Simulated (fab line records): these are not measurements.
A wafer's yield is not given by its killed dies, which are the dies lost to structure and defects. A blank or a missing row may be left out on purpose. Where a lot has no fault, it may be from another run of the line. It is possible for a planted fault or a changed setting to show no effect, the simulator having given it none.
fab line records	flow gf180mcu
record: lots: 5	wafers: 23
route steps=602 shown STI@2 DNWELL@34 LVPWELL@62 MVSD@74 MVPSD@86 VT_IMPLANT@93 DUAL_GATE@148 POLY_GATE@162
start-h: start of the lot's first displayed wafer, in hours after the record's first day	wait-h: time in hours since the lot's previous step	" as in the row above	L1.1+2: one row covering several wafers at once	- either no value or no given start	* or withheld: withheld	< > ~ a bound
route shown NAME@n: NAME is a module with steps in the file, n the number in the route of the first one	usual: average and standard deviation across the fault-free wafers	same: alike in all rows	chamber/n: place in a boat	sites: readings site by site	_std_site: the values' standard deviation	_edge_site: inner sites' mean taken away from outer sites' mean	radius-mm: for every site, how far away it sits from the centre of the wafer	mask NAME#n: copy n	behind: tool/chamber where the wafer was last shaped	hold: cause of the lot's hold/its duration in hours/its outcome	device: names the non-switching transistor (n, p or np)	end of line: the tests these same wafers got at the end of their route	where a step has no rows: the recipe by itself	killed: count of dies lost to structure and defects at first sort (not the wafer's yield)	map: a wafer's dies, x killed, . not, _ none there
set.NAME: setting as actually run; set.NAME@STEP: the setting as run at that earlier step	model.NAME: the simulator's own value behind a step, which no gauge read
lots with deliberately changed settings; one table per step, one row per wafer
== steps ==
step: GF_STI_OXIDATION_01
recipe: temp-c: 900	ambient: O2	stabilise-s: 600	purge-s: 300	target-thk-a: 100	ox-time-s: 1418
lot.wafer	tool	chamber	start-h	wait-h	set.temp-c	model.SiO2_of_STI_OXIDATION_01.thk-nm
L076.1	-	-	-	2.2	888.4	8.946
L076.2	"	-	"	"	888.4	8.893
L076.3	"	-	"	"	888.4	8.987
L076.5	"	-	"	"	888.4	8.964
L076.6	"	-	"	"	888.4	8.922
L078.1	-	-	-	1.9	925.7	13.21
L078.2	"	-	"	"	925.7	13.06
L078.3	"	-	"	"	925.7	13.28
L078.4	"	-	"	"	925.7	13.14
L078.6	"	-	"	"	925.7	13.05
L080.1	furnace-02	0	44.40	4.4	900	10.03
L080.3	"	0	"	"	900	9.945
L080.5	"	0	"	"	900	10.04
L081.1	-	-	-	3.5	885.8	8.525
L081.2	"	-	"	"	885.8	8.569
L081.3	"	-	"	"	885.8	8.571
L081.4	"	-	"	"	885.8	8.652
L081.6	"	-	"	"	885.8	8.442
L085.1	-	-	-	4.2	879.9	8.101
L085.2	"	-	"	"	879.9	8.098
L085.3	"	-	"	"	879.9	8.016
L085.5	"	-	"	"	879.9	8.168
L085.6	"	-	"	"	879.9	8.14
step: GF_STI_THK_MEAS_02
recipe: reads: SiO2_of_STI_OXIDATION_01
usual: STI_OXIDATION_THK: 10.07/0.12
lot.wafer	tool	chamber	start-h	wait-h	set.temp-c@STI_OXIDATION_01	STI_OXIDATION_THK[nm]
L076.1	film-metro-04	-	-	-	888.4	8.93
L076.2	"	-	"	"	888.4	8.86
L076.3	"	-	"	"	888.4	8.98
L076.5	"	-	"	"	888.4	8.96
L076.6	"	-	"	"	888.4	8.92
L078.1	film-metro-03	-	-	-	925.7	13.20
L078.2	"	-	"	"	925.7	13.05
L078.3	"	-	"	"	925.7	13.25
L078.4	"	-	"	"	925.7	13.13
L078.6	"	-	"	"	925.7	13.05
L080.1	film-metro-01	-	45.80	0.0	900	10.07
L080.3	"	-	"	"	900	9.95
L080.5	"	-	"	"	900	10.07
L081.1	film-metro-04	-	-	-	885.8	8.51
L081.2	"	-	"	"	885.8	8.61
L081.3	"	-	"	"	885.8	8.60
L081.4	"	-	"	"	885.8	8.59
L081.6	"	-	"	"	885.8	8.44
L085.1	film-metro-01	-	-	-	879.9	8.14
L085.2	"	-	"	"	879.9	8.11
L085.3	"	-	"	"	879.9	7.96
L085.5	"	-	"	"	879.9	8.17
L085.6	"	-	"	"	879.9	8.15
step: GF_DNWELL_COAT_02
recipe: spin-rpm: 2000	resist-thk-nm: 3000
lot.wafer	tool	chamber	start-h	wait-h	set.resist-thk-nm	model.coat_of_DNWELL_COAT_02.thk-nm
L076.1	litho-track-01	0	57.93	0.1	3143	3153
L076.2	"	0	"	"	3000	3015
L076.3	"	0	"	"	3000	3013
L076.5+6	"	0	"	"	3143	3150
L078.1	litho-track-02	0	67.74	0.1	3000	3003
L078.2	"	0	"	"	3000	3014
L078.3+6	"	0	"	"	3000	3019
L078.4	"	0	"	"	3000	3023
L081.1	litho-track-03	0	77.46	0.1	3000	2997
L081.2	"	0	"	"	3089	3084
L081.3	"	0	"	"	3089	3085
L081.4	"	0	"	"	3089	3094
L081.6	"	0	"	"	3000	2994
L080.1	litho-track-01	0	77.73	0.1	3000	3005
L080.3	"	0	"	"	3000	2991
L080.5	"	0	"	"	3000	3004
L085.1	litho-track-02	0	96.94	0.1	3000	3008
L085.2	"	0	"	"	3094	3108
L085.3	"	0	"	"	3000	3014
L085.5	"	0	"	"	3000	3007
L085.6	"	0	"	"	3094	3107
step: GF_DNWELL_SOFTBAKE_03
recipe: temp-c: 110	time-s: withheld
step: GF_DNWELL_EXPOSE_04
recipe: mask-id: DNWELL	target-cd-nm: 1700	na: 0.6	source-shape: conventional	sigma-outer: 0.6	dose-mj: 260
step: GF_DNWELL_DEVELOP_06
recipe: wall-angle-deg: 90	develop-time-s: 60	dev-temp-c: 23
step: GF_DNWELL_IMPLANT_07
recipe: species: P	energy-kev: 1500	dose-cm2: 1e+13	tilt-deg: 0
step: GF_DNWELL_STRIP_08
recipe: chemistry: O2/N2	power-w: 1400	pressure-mtorr: 1500	platen-temp-c: 250	o2-flow-sccm: 3000	n2-flow-sccm: 300	overash-fraction: 0.5
usual: strip-time-to-endpoint-s: 36.98/0.13
lot.wafer	tool	chamber	start-h	wait-h	set.resist-thk-nm@DNWELL_COAT_02	strip-time-to-endpoint-s
L076.1	plasma-asher-03	0	63.54	0.1	3143	38.68
L076.2	"	1	"	"	3000	37.13
L076.3	"	1	"	"	3000	37.11
L076.5	"	1	"	"	3143	38.68
L076.6	"	0	"	"	3143	38.71
L078.1	plasma-asher-04	0	74.51	0.1	3000	36.99
L078.2	"	1	"	"	3000	37.12
L078.3	"	1	"	"	3000	37.18
L078.4	"	0	"	"	3000	37.23
L078.6	"	0	"	"	3000	37.16
L081.1	plasma-asher-03	1	83.94	0.1	3000	36.91
L081.2	"	0	"	"	3089	37.90
L081.3	"	0	"	"	3089	37.93
L081.4	"	1	"	"	3089	38.03
L081.6	"	0	"	"	3000	36.89
L080.1	plasma-asher-04	0	84.29	0.1	3000	37.00
L080.3	"	0	"	"	3000	36.83
L080.5	"	1	"	"	3000	37.01
L085.1	plasma-asher-02	1	103.56	0.1	3000	37.04
L085.2	"	0	"	"	3094	38.19
L085.3	"	0	"	"	3000	37.11
L085.5	"	0	"	"	3000	37.04
L085.6	"	1	"	"	3094	38.19
step: GF_LVPWELL_IMPLANT_08
recipe: species: B	energy-kev: 170	dose-cm2: 1.5e+13	tilt-deg: 0
lot.wafer	tool	chamber	start-h	wait-h	set.energy-kev	model.implant.rp-nm	model.implant.drp-nm
L076.1+2	implanter-04	0	88.76	0.0	170	492.2	102.4
L076.3+5+6	"	0	"	"	174.4	502	103.1
L078.1+6	implanter-01	0	100.81	0.0	165.6	458.9	101.5
L078.2+3+4	"	0	"	"	170	468	102.4
L081.1+2+4	implanter-01	0	109.66	0.0	170	473.4	102.4
L081.3+6	"	0	"	"	156.8	445.4	99.34
L080.1+3+5	implanter-02	0	111.21	0.0	170	470.3	102.4
L085.1+3	implanter-01	0	132.88	0.0	163.2	474.9	100.9
L085.2+5+6	"	0	"	"	170	489.5	102.4
step: GF_MVSD_IMPLANT_08
recipe: species: P	energy-kev: 400	dose-cm2: 1.6e+13	tilt-deg: 0
lot.wafer	tool	chamber	start-h	wait-h	set.energy-kev	model.implant.rp-nm	model.implant.drp-nm
L076.1+6	implanter-03	0	102.91	0.0	400	488.5	116.9
L076.2+3+5	"	0	"	"	364.8	449.7	111.1
L078.1+2+6	implanter-03	0	114.71	0.0	400	508.6	116.9
L078.3+4	"	0	"	"	423.9	536	120.3
L081.1+3+4	implanter-01	0	124.76	0.0	400	493.8	116.9
L081.2+6	"	0	"	"	373.8	464.7	112.6
L080.1+3+5	implanter-03	0	125.81	0.0	400	515.2	116.9
L085.1+2+3+5+6	implanter-04	0	149.09	0.0	400	503.9	116.9
step: GF_MVPSD_IMPLANT_08
recipe: species: B	energy-kev: 170	dose-cm2: 1.5e+13	tilt-deg: 0
lot.wafer	tool	chamber	start-h	wait-h	set.energy-kev	model.implant.rp-nm	model.implant.drp-nm
L076.1+2+6	implanter-01	0	117.28	0.0	170	484.6	102.4
L076.3+5	"	0	"	"	175.7	497.1	103.3
L078.1+2	implanter-02	0	130.13	0.0	170	487.3	102.4
L078.3+4+6	"	0	"	"	175.5	499.4	103.3
L081.1+2+6	implanter-02	0	139.98	0.0	174.1	496.9	103
L081.3+4	"	0	"	"	170	487.8	102.4
L080.1+3+5	implanter-03	0	141.14	0.0	170	474.2	102.4
L085.1+5+6	implanter-02	0	165.13	0.0	161.9	459.5	100.6
L085.2+3	"	0	"	"	170	476.5	102.4
step: GF_VT_IMPLANT_SOFTBAKE_03
recipe: temp-c: 90	time-s: 60	resist: NOVOLAK
lot.wafer	tool	chamber	start-h	wait-h	set.temp-c
L076.1+5	litho-track-03	0	124.91	0.1	90
L076.2+3+6	"	0	"	"	87.59
L078.1+2+3+4+6	litho-track-03	0	137.76	0.1	90
L081.1+6	litho-track-04	0	148.42	0.1	92.32
L081.2+3+4	"	0	"	"	90
L080.1+3+5	litho-track-03	0	149.51	0.1	90
L085.1+2	litho-track-03	0	173.06	0.1	90
L085.3+5+6	"	0	"	"	86.5
step: GF_VT_IMPLANT_IMPLANT_08
recipe: species: BF2	energy-kev: 20	dose-cm2: 8.29e+12	tilt-deg: 7
lot.wafer	tool	chamber	start-h	wait-h	set.dose-cm2
L076.1+3+6	implanter-02	0	132.66	0.0	8.29e+12
L076.2+5	"	0	"	"	7.003e+12
L078.1+2+3+4+6	implanter-02	0	146.13	0.0	8.29e+12
L081.1+3	implanter-04	0	156.14	0.0	8.29e+12
L081.2+4+6	"	0	"	"	9.578e+12
L080.1+3+5	implanter-03	0	157.09	0.0	8.29e+12
L085.1+2+3+5+6	implanter-04	0	181.09	0.0	8.29e+12
step: GF_VT_IMPLANT_STRIP_09
recipe: chemistry: O2/N2	power-w: 1400	pressure-mtorr: 1500	platen-temp-c: 250	o2-flow-sccm: 3000	n2-flow-sccm: 300	overash-fraction: 0.5
usual: strip-time-to-endpoint-s: 12.63/0.036
lot.wafer	tool	chamber	start-h	wait-h	set.temp-c@VT_IMPLANT_SOFTBAKE_03	strip-time-to-endpoint-s
L076.1	plasma-asher-01	1	132.81	0.1	90	12.62
L076.2	"	0	"	"	87.59	12.70
L076.3	"	0	"	"	87.59	12.70
L076.5	"	1	"	"	90	12.61
L076.6	"	0	"	"	87.59	12.70
L078.1	plasma-asher-02	0	146.28	0.1	90	12.62
L078.2	"	1	"	"	90	12.59
L078.3	"	0	"	"	90	12.57
L078.4	"	1	"	"	90	12.60
L078.6	"	1	"	"	90	12.59
L081.1	plasma-asher-01	0	156.29	0.1	92.32	12.62
L081.2	"	1	"	"	90	12.71
L081.3	"	1	"	"	90	12.68
L081.4	"	0	"	"	90	12.69
L081.6	"	1	"	"	92.32	12.59
L080.1	plasma-asher-03	0	157.24	0.1	90	12.65
L080.3	"	1	"	"	90	12.59
L080.5	"	0	"	"	90	12.62
L085.1	plasma-asher-02	1	181.24	0.1	90	12.66
L085.2	"	0	"	"	90	12.61
L085.3	"	0	"	"	86.5	12.75
L085.5	"	1	"	"	86.5	12.74
L085.6	"	0	"	"	86.5	12.73
step: GF_VT_IMPLANT_TW_MEAS_10
usual: VT_IMPLANT_TW: 567/3.7
lot.wafer	tool	chamber	start-h	wait-h	set.dose-cm2@VT_IMPLANT_IMPLANT_08	VT_IMPLANT_TW
L076.1	film-metro-03	-	132.91	0.1	8.29e+12	567
L076.2	"	-	"	"	7.003e+12	538
L076.3	"	-	"	"	8.29e+12	570
L076.5	"	-	"	"	7.003e+12	541
L076.6	"	-	"	"	8.29e+12	573
L078.1	film-metro-03	-	146.38	0.1	8.29e+12	567
L078.2	"	-	"	"	8.29e+12	567
L078.3	"	-	"	"	8.29e+12	568
L078.4	"	-	"	"	8.29e+12	566
L078.6	"	-	"	"	8.29e+12	568
L081.1	film-metro-03	-	156.39	0.1	8.29e+12	566
L081.2	"	-	"	"	9.578e+12	595
L081.3	"	-	"	"	8.29e+12	566
L081.4	"	-	"	"	9.578e+12	590
L081.6	"	-	"	"	9.578e+12	591
L080.1	film-metro-03	-	157.34	0.1	8.29e+12	569
L080.3	"	-	"	"	8.29e+12	570
L080.5	"	-	"	"	8.29e+12	569
L085.1	film-metro-02	-	181.34	0.1	8.29e+12	568
L085.2	"	-	"	"	8.29e+12	569
L085.3	"	-	"	"	8.29e+12	567
L085.5	"	-	"	"	8.29e+12	570
L085.6	"	-	"	"	8.29e+12	571
step: GF_VT_IMPLANT_SOFTBAKE_14
recipe: temp-c: 90	time-s: 60	resist: NOVOLAK
lot.wafer	tool	chamber	start-h	wait-h	set.temp-c
L076.1+2+5	litho-track-04	0	139.82	0.1	90
L076.3+6	"	0	"	"	90.99
L078.1+2+4	litho-track-03	0	153.81	0.1	86.31
L078.3+6	"	0	"	"	90
L081.1+2+3+4+6	litho-track-02	0	164.59	0.1	90
L080.1+3+5	litho-track-03	0	165.41	0.1	90
L085.1+2+3	litho-track-04	0	189.52	0.1	87.79
L085.5+6	"	0	"	"	90
step: GF_VT_IMPLANT_EXPOSE_15
recipe: mask-id: Nwell_LV_AREA	target-cd-nm: 860	na: 0.6	source-shape: conventional	sigma-outer: 0.6	dose-mj: 140
step: GF_VT_IMPLANT_PEB_16
recipe: temp-c: withheld	time-s: *	resist: NOVOLAK
step: GF_VT_IMPLANT_IMPLANT_19
recipe: species: As	energy-kev: 100	dose-cm2: 4.35e+12	tilt-deg: 7
step: GF_VT_IMPLANT_STRIP_20
recipe: chemistry: O2/N2	power-w: 1400	pressure-mtorr: 1500	platen-temp-c: 250	o2-flow-sccm: 3000	n2-flow-sccm: 300	overash-fraction: 0.5
usual: strip-time-to-endpoint-s: 12.53/0.042
lot.wafer	tool	chamber	start-h	wait-h	set.temp-c@VT_IMPLANT_SOFTBAKE_14	strip-time-to-endpoint-s
L076.1	plasma-asher-03	1	148.16	0.1	90	12.52
L076.2	"	0	"	"	90	12.55
L076.3	"	0	"	"	90.99	12.50
L076.5	"	1	"	"	90	12.56
L076.6	"	0	"	"	90.99	12.49
L078.1	plasma-asher-02	0	162.19	0.1	86.31	12.63
L078.2	"	1	"	"	86.31	12.67
L078.3	"	1	"	"	90	12.48
L078.4	"	0	"	"	86.31	12.62
L078.6	"	0	"	"	90	12.54
L081.1	plasma-asher-03	0	172.48	0.1	90	12.53
L081.2	"	1	"	"	90	12.52
L081.3	"	1	"	"	90	12.57
L081.4	"	0	"	"	90	12.56
L081.6	"	1	"	"	90	12.54
L080.1	plasma-asher-01	0	173.38	0.1	90	12.54
L080.3	"	1	"	"	90	12.54
L080.5	"	1	"	"	90	12.56
L085.1	plasma-asher-01	0	198.24	0.1	87.79	12.65
L085.2	"	1	"	"	87.79	12.67
L085.3	"	1	"	"	87.79	12.66
L085.5	"	0	"	"	90	12.57
L085.6	"	1	"	"	90	12.55
step: GF_VT_IMPLANT_DEVELOP_39
recipe: develop-time-s: 60	dev-temp-c: 23
lot.wafer	tool	chamber	start-h	wait-h	set.dev-temp-c
L076.1+3	litho-track-04	0	179.77	0.1	26.16
L076.2+5+6	"	0	"	"	23
L078.1+4	litho-track-04	0	195.27	0.1	23
L078.2+3+6	"	0	"	"	19.56
L081.1+3+6	litho-track-03	0	205.46	0.1	21.35
L081.2+4	"	0	"	"	23
L080.1+3+5	litho-track-04	0	206.32	0.1	23
L085.1+5	litho-track-03	0	233.96	0.1	23
L085.2+3+6	"	0	"	"	21.5
step: GF_VT_IMPLANT_IMPLANT_41
recipe: species: As	energy-kev: 70	dose-cm2: 1.013e+12	tilt-deg: 7
step: GF_VT_IMPLANT_RS_MEAS_49
recipe: thk-meas-gauge: four-point-probe
usual: MVPSD_RS: 1166.8/2.9
lot.wafer	tool	chamber	start-h	wait-h	set.energy-kev@MVPSD_IMPLANT_08	MVPSD_RS[ohm/sq]
L076.1	film-metro-04	-	180.78	0.1	170	1162.6
L076.2	"	-	"	"	170	1165.2
L076.3	"	-	"	"	175.7	1158.9
L076.5	"	-	"	"	175.7	1155.5
L076.6	"	-	"	"	170	1162.3
L078.1	film-metro-01	-	196.28	0.1	170	1165.7
L078.2	"	-	"	"	170	1164.3
L078.3	"	-	"	"	175.5	1157.4
L078.4	"	-	"	"	175.5	1156.2
L078.6	"	-	"	"	175.5	1160.6
L081.1	film-metro-01	-	206.46	0.1	174.1	1159.7
L081.2	"	-	"	"	174.1	1156.4
L081.3	"	-	"	"	170	1164.1
L081.4	"	-	"	"	170	1165.7
L081.6	"	-	"	"	174.1	1158.1
L080.1	film-metro-01	-	207.33	0.1	170	1165.3
L080.3	"	-	"	"	170	1163.5
L080.5	"	-	"	"	170	1164.5
L085.1	film-metro-01	-	234.96	0.1	161.9	1181.6
L085.2	"	-	"	"	170	1171.8
L085.3	"	-	"	"	170	1175.3
L085.5	"	-	"	"	161.9	1182.5
L085.6	"	-	"	"	161.9	1184.7
step: GF_DUAL_GATE_SOFTBAKE_07
recipe: temp-c: 90	time-s: 60	resist: NOVOLAK
lot.wafer	tool	chamber	start-h	wait-h	set.temp-c
L076.1+2+3+5+6	litho-track-04	0	190.77	0.1	90
L078.1+3+6	litho-track-04	0	206.02	0.1	92.14
L078.2+4	"	0	"	"	90
L081.1+2+3	litho-track-01	0	217.77	0.1	93.31
L081.4+6	"	0	"	"	90
L080.1+3+5	litho-track-02	0	218.19	0.1	90
L085.1+5+6	litho-track-01	0	245.92	0.1	88.39
L085.2+3	"	0	"	"	90
step: GF_DUAL_GATE_EXPOSE_08
recipe: mask-id: Dualgate	target-cd-nm: 700	na: 0.6	source-shape: conventional	sigma-outer: 0.6	dose-mj: 137.3
step: GF_DUAL_GATE_PEB_09
recipe: temp-c: withheld	time-s: *	resist: NOVOLAK
step: GF_DUAL_GATE_WET_ETCH_12
recipe: chemistry: dHF	target-depth-nm: 13	dry: n2-spin	target: SiO2	temp-c: 25	dilution: 100:1	time-s: 260
step: GF_DUAL_GATE_STRIP_13
recipe: chemistry: O2/N2	power-w: 1400	pressure-mtorr: 1500	platen-temp-c: 250	o2-flow-sccm: 3000	n2-flow-sccm: 300	overash-fraction: 0.5
usual: strip-time-to-endpoint-s: 12.63/0.032
lot.wafer	tool	chamber	start-h	wait-h	set.temp-c@DUAL_GATE_SOFTBAKE_07	strip-time-to-endpoint-s
L076.1	plasma-asher-02	1	199.49	0.0	90	12.66
L076.2	"	0	"	"	90	12.65
L076.3	"	0	"	"	90	12.65
L076.5	"	1	"	"	90	12.65
L076.6	"	0	"	"	90	12.66
L078.1	plasma-asher-01	1	215.09	0.0	92.14	12.52
L078.2	"	0	"	"	90	12.60
L078.3	"	1	"	"	92.14	12.55
L078.4	"	0	"	"	90	12.64
L078.6	"	1	"	"	92.14	12.55
L081.1	plasma-asher-02	1	226.29	0.0	93.31	12.53
L081.2	"	0	"	"	93.31	12.53
L081.3	"	1	"	"	93.31	12.53
L081.4	"	0	"	"	90	12.65
L081.6	"	1	"	"	90	12.64
L080.1	plasma-asher-01	1	226.59	0.0	90	12.68
L080.3	"	0	"	"	90	12.68
L080.5	"	0	"	"	90	12.71
L085.1	plasma-asher-01	1	254.44	0.0	88.39	12.69
L085.2	"	0	"	"	90	12.59
L085.3	"	1	"	"	90	12.64
L085.5	"	1	"	"	88.39	12.66
L085.6	"	0	"	"	88.39	12.66
step: GF_POLY_GATE_COAT_05
recipe: resist: KrF	spin-rpm: withheld	resist-thk-nm: 700
lot.wafer	tool	chamber	start-h	wait-h	set.resist-thk-nm	model.KrF_of_POLY_GATE_COAT_05.thk-nm
L076.1	litho-track-03	0	-	-	662	663.8
L076.2	"	0	"	"	700	704.5
L076.3	"	0	"	"	700	702.1
L076.5	"	0	"	"	662	665.5
L076.6	"	0	"	"	700	702.4
L078.1	litho-track-03	0	-	-	737.3	739.3
L078.2	"	0	"	"	700	700.6
L078.3	"	0	"	"	700	703.4
L078.4	"	0	"	"	700	701.7
L078.6	"	0	"	"	737.3	741.6
L080.1	litho-track-01	0	-	-	700	700.9
L080.3	"	0	"	"	700	701.4
L080.5	"	0	"	"	700	702.9
L081.1	litho-track-04	0	-	-	700	703.7
L081.2	"	0	"	"	711.8	713.6
L081.3	"	0	"	"	700	703.5
L081.4	"	0	"	"	700	703.6
L081.6	"	0	"	"	711.8	713.3
L085.1	litho-track-04	0	-	-	724.2	725.7
L085.2	"	0	"	"	724.2	727.3
L085.3	"	0	"	"	700	703.4
L085.5	"	0	"	"	700	703.7
L085.6	"	0	"	"	700	702.2
step: GF_POLY_GATE_OXIDATION_16
recipe: temp-c: 850	ambient: O2	stabilise-s: 600	purge-s: 300	target-thk-a: 40	ox-time-s: 899
lot.wafer	tool	chamber	start-h	wait-h	set.temp-c	model.SiO2_of_POLY_GATE_OXIDATION_16.thk-nm
L076.1	-	-	-	0.0	850	3.94
L076.2	"	-	"	"	850	3.966
L076.3	"	-	"	"	850	3.977
L076.5	"	-	"	"	850	3.926
L076.6	"	-	"	"	850	3.913
L078.1	-	-	-	0.1	846.2	3.762
L078.2	"	-	"	"	846.2	3.795
L078.3	"	-	"	"	846.2	3.763
L078.4	"	-	"	"	846.2	3.798
L078.6	"	-	"	"	846.2	3.73
L080.1	furnace-02	0	251.89	3.3	850	4.01
L080.3	"	0	"	"	850	3.943
L080.5	"	0	"	"	850	4.006
L081.1	-	-	-	3.1	856.2	4.198
L081.2	"	-	"	"	856.2	4.259
L081.3	"	-	"	"	856.2	4.336
L081.4	"	-	"	"	856.2	4.27
L081.6	"	-	"	"	856.2	4.233
L085.1	-	-	-	4.7	842.7	3.527
L085.2	"	-	"	"	842.7	3.639
L085.3	"	-	"	"	842.7	3.603
L085.5	"	-	"	"	842.7	3.512
L085.6	"	-	"	"	842.7	3.64
step: GF_POLY_GATE_THK_MEAS_17
recipe: reads: SiO2_of_POLY_GATE_OXIDATION_16
usual: POLY_GATE_OXIDATION_THK: 3.96/0.049
lot.wafer	tool	chamber	start-h	wait-h	set.temp-c@POLY_GATE_OXIDATION_16	POLY_GATE_OXIDATION_THK[nm]
L076.1	film-metro-04	-	-	-	850	3.89
L076.2	"	-	"	"	850	3.99
L076.3	"	-	"	"	850	3.94
L076.5	"	-	"	"	850	3.94
L076.6	"	-	"	"	850	3.87
L078.1	film-metro-03	-	-	-	846.2	3.71
L078.2	"	-	"	"	846.2	3.78
L078.3	"	-	"	"	846.2	3.80
L078.4	"	-	"	"	846.2	3.81
L078.6	"	-	"	"	846.2	3.75
L080.1	film-metro-03	-	253.14	0.0	850	4.03
L080.3	"	-	"	"	850	3.99
L080.5	"	-	"	"	850	3.93
L081.1	film-metro-04	-	-	-	856.2	4.17
L081.2	"	-	"	"	856.2	4.28
L081.3	"	-	"	"	856.2	4.27
L081.4	"	-	"	"	856.2	4.24
L081.6	"	-	"	"	856.2	4.24
L085.1	film-metro-03	-	-	-	842.7	3.49
L085.2	"	-	"	"	842.7	3.65
L085.3	"	-	"	"	842.7	3.58
L085.5	"	-	"	"	842.7	3.53
L085.6	"	-	"	"	842.7	3.61
== key ==
split: step: GF_STI_OXIDATION_01	setting: temp-c	stated: 900	by: lot
response: step: GF_STI_OXIDATION_01	reading: model.SiO2_of_STI_OXIDATION_01.thk-nm	change: +1	per: 1%	r: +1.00
response: step: GF_STI_THK_MEAS_02	reading: STI_OXIDATION_THK	change: +1	per: 1%	r: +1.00
split: step: GF_DNWELL_COAT_02	setting: resist-thk-nm	stated: 3000	by: wafer
response: step: GF_DNWELL_COAT_02	reading: model.coat_of_DNWELL_COAT_02.thk-nm	change: +29.8	per: 1%	r: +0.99
response: step: GF_DNWELL_STRIP_08	reading: strip-time-to-endpoint-s	change: *	per: 1%	r: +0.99
split: step: GF_LVPWELL_IMPLANT_08	setting: energy-kev	stated: 170	by: wafer
response: step: GF_LVPWELL_IMPLANT_08	reading: model.implant.rp-nm	change: +3.63	per: 1%	r: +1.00
response: step: GF_LVPWELL_IMPLANT_08	reading: model.implant.drp-nm	change: +0.376	per: 1%	r: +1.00
split: step: GF_MVSD_IMPLANT_08	setting: energy-kev	stated: 400	by: wafer
response: step: GF_MVSD_IMPLANT_08	reading: model.implant.rp-nm	change: +4.46	per: 1%	r: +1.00
response: step: GF_MVSD_IMPLANT_08	reading: model.implant.drp-nm	change: +0.636	per: 1%	r: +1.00
split: step: GF_MVPSD_IMPLANT_08	setting: energy-kev	stated: 170	by: wafer
response: step: GF_MVPSD_IMPLANT_08	reading: model.implant.rp-nm	change: +3.66	per: 1%	r: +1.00
response: step: GF_MVPSD_IMPLANT_08	reading: model.implant.drp-nm	change: +0.315	per: 1%	r: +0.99
response: step: GF_VT_IMPLANT_RS_MEAS_49	reading: MVPSD_RS	change: -2.08	per: 1%	r: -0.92
split: step: GF_VT_IMPLANT_SOFTBAKE_03	setting: temp-c	stated: 90	by: wafer
response: step: GF_VT_IMPLANT_STRIP_09	reading: strip-time-to-endpoint-s	change: *	per: 1%	r: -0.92
split: step: GF_VT_IMPLANT_IMPLANT_08	setting: dose-cm2	stated: 8.29e+12	by: wafer
response: step: GF_VT_IMPLANT_TW_MEAS_10	reading: VT_IMPLANT_TW	change: +1.82	per: 1%	r: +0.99
split: step: GF_VT_IMPLANT_SOFTBAKE_14	setting: temp-c	stated: 90	by: wafer
response: step: GF_VT_IMPLANT_STRIP_20	reading: strip-time-to-endpoint-s	change: *	per: 1%	r: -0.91
split: step: GF_VT_IMPLANT_DEVELOP_39	setting: dev-temp-c	stated: 23	by: wafer
response none clear
split: step: GF_DUAL_GATE_SOFTBAKE_07	setting: temp-c	stated: 90	by: wafer
response: step: GF_DUAL_GATE_STRIP_13	reading: strip-time-to-endpoint-s	change: *	per: 1%	r: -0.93
split: step: GF_POLY_GATE_COAT_05	setting: resist-thk-nm	stated: 700	by: wafer
response: step: GF_POLY_GATE_COAT_05	reading: model.KrF_of_POLY_GATE_COAT_05.thk-nm	change: +7.03	per: 1%	r: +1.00
split: step: GF_POLY_GATE_OXIDATION_16	setting: temp-c	stated: 850	by: lot
response: step: GF_POLY_GATE_OXIDATION_16	reading: model.SiO2_of_POLY_GATE_OXIDATION_16.thk-nm	change: +0.424	per: 1%	r: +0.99
response: step: GF_POLY_GATE_THK_MEAS_17	reading: POLY_GATE_OXIDATION_THK	change: +0.417	per: 1%	r: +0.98
